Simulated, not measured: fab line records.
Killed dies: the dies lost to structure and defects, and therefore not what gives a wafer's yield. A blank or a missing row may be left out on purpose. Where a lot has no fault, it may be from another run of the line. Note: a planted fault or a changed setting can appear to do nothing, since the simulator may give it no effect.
Code-filled problem report in 8D (eight disciplines) form + flow sky130 + the parts of the form that need people (team, actions taken, sign-off) are left out

1. THE PROBLEM
Wafers without a fault read 4.460 s, standard deviation 0.025; stripTimeToEndpointS at SKY_VIA1_STRIP_16 reads a mean of 4.711 s on 6 wafers belonging to 2 lots. Relative to the usual mean, that is a shift of +10 standard deviations.
The step: strips in O2/N2.
The first sign was on wafer L403.1 at day 37 20:58, on plasmaAsher-03. Wafers with a number at this step in the record: 36, from 12 lots. Rule for "out" (also "out of limits"): further than 4 standard deviations from the usual mean. All remaining wafers that have a number are taken as sound.

2. WHAT IT IS; WHAT IT IS NOT
| question                    | is                             | is not                                                                          |
|-----------------------------|--------------------------------|---------------------------------------------------------------------------------|
| which readings at this step | stripTimeToEndpointS           | drypumpMotorCurrentA                                                            |
| which lots                  | L403, L405                     | L391, L392, L393, L394, L395, L396, L398, L409, L410, L414                      |
| which wafers of those lots  | all that have a number         | -                                                                               |
| read on which tools         | plasmaAsher-01, plasmaAsher-03 | plasmaAsher-04                                                                  |
| when                        | from day 37 20:58              | up to then (21 sound wafers); but 9 sound wafers of L409, L410, L414 came after |

3. WHAT RULES OUT EACH SUSPECT
Counting: any tool at a process step up to the reading is kept as a suspect provided that every lot that is out went through it and no sound lot did after the first of them.
- lithoTrack-03 at SKY_VIA1_COAT_07 (resist thk 450 nm): kept. It ran every lot that is out, first L403 (day 37 07:00), and no sound lot after that; its last sound lot up to then is L398 (day 35 14:00).
Remaining after the count: lithoTrack-03 at SKY_VIA1_COAT_07.

4. THE CAUSE (what the simulator had put in)
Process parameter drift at SKY_VIA1_COAT_07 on lithoTrack-03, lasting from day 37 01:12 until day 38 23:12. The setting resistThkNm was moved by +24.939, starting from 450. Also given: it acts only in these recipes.
Only this tool survived the counting.

5. SEQUENCE OF EFFECTS, ordered by route
Rows list readings where the struck wafers' mean (over those with a number) sits beyond 3 standard deviations from the usual. Only readings whose record carries a usual standard deviation are examined. hours: median over the lots of the time between each lot's start at the first step of this table that gives one and its start at this step. sigmas: the change, counted in usual standard deviations.
| hours | step              | reading              | usual   | on struck wafers | change | sigmas |
|-------|-------------------|----------------------|---------|------------------|--------|--------|
| 0     | SKY_VIA1_STRIP_16 | stripTimeToEndpointS | 4.460 s | 4.711            | +0.251 | +10    |
Here are the process steps it includes:
- SKY_VIA1_STRIP_16: strips in O2/N2.

6. WHAT WOULD HAVE CAUGHT IT SOONER
First out-of-limits reading in this record: day 37 20:58, which is 20 hours after fault onset at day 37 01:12.
Lots out: 2; all had begun SKY_VIA1_COAT_07 on lithoTrack-03 by day 37 20:58. None of them would have been spared by holding the tool at that moment.
